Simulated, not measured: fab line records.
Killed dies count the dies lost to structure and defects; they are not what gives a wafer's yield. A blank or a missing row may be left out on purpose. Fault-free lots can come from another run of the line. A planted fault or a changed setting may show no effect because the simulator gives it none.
Which tool was responsible? -- flow sky130 -- Sampling: 7 lots, 21 wafers, 3 of 708 route steps

== WHAT THE GAUGES SHOWED, per wafer ==
SKY_METAL2_OVL_MEAS_16.
lot,measured,on,METAL2_OVL (nm)
L370,day 36 10:31,overlay-02,-10 -11 -3
L379,day 39 04:16,overlay-01,1 -2 -4
L382,day 39 23:43,overlay-02,3 11 6
L384,day 40 09:00,overlay-01,1 13 -7
L387,day 41 08:43,overlay-02,6 -3 -2
L390,day 42 06:46,overlay-01,-5 0 8

== WHICH TOOL RAN EACH LOT (tool, then ch and the chambers of the sampled wafers, then the start) ==
lot,SKY_LOCAL_INTERCONNECT_STRIP_15,SKY_METAL1_SPUTTER_00
L370,"plasma asher-02 ch 0, day 31 17:41","pvd sputter-04, day 32 23:39"
L372,"plasma asher-02 ch 0,1, day 32 20:48","pvd sputter-04, day 34 02:53"
L379,"plasma asher-02 ch 0,1, day 34 12:28","pvd sputter-03, day 35 18:17"
L382,"plasma asher-04 ch 0,1, day 35 09:52","pvd sputter-03, day 36 15:11"
L384,"plasma asher-02 ch 0,1, day 35 19:16","pvd sputter-04, day 37 00:23"
L387,"plasma asher-04 ch 0,1, day 36 21:40","pvd sputter-01, day 38 03:10"
L390,"plasma asher-02 ch 0,1, day 37 19:36","pvd sputter-04, day 39 00:07"
- SKY_LOCAL_INTERCONNECT_STRIP_15: strips in O2/N2.
- SKY_METAL1_SPUTTER_00: material Ti, target thk 15 nm, time 10 s.

== THE ANSWER, worked out from the rows above alone ==
Rule: the lots themselves supply what counts as usual. Put in order of their means at a reading, lots are off if they are a third of the lots or fewer, leave a main group of 4 or more, and stand apart from it by a gap of 3 or more times the standard deviation of the main group's means; of several such gaps the widest counts. Not used: any main group whose means are identical at the precision the tables above print for the reading. A lot without any number at a reading at which 4 lots or more have one is off too. Where the step has rows for the other lots, those lots are counted as sound.
None of the lots is off at any reading shown; this tells nothing.

== WHAT THE SIMULATOR PUT IN ==
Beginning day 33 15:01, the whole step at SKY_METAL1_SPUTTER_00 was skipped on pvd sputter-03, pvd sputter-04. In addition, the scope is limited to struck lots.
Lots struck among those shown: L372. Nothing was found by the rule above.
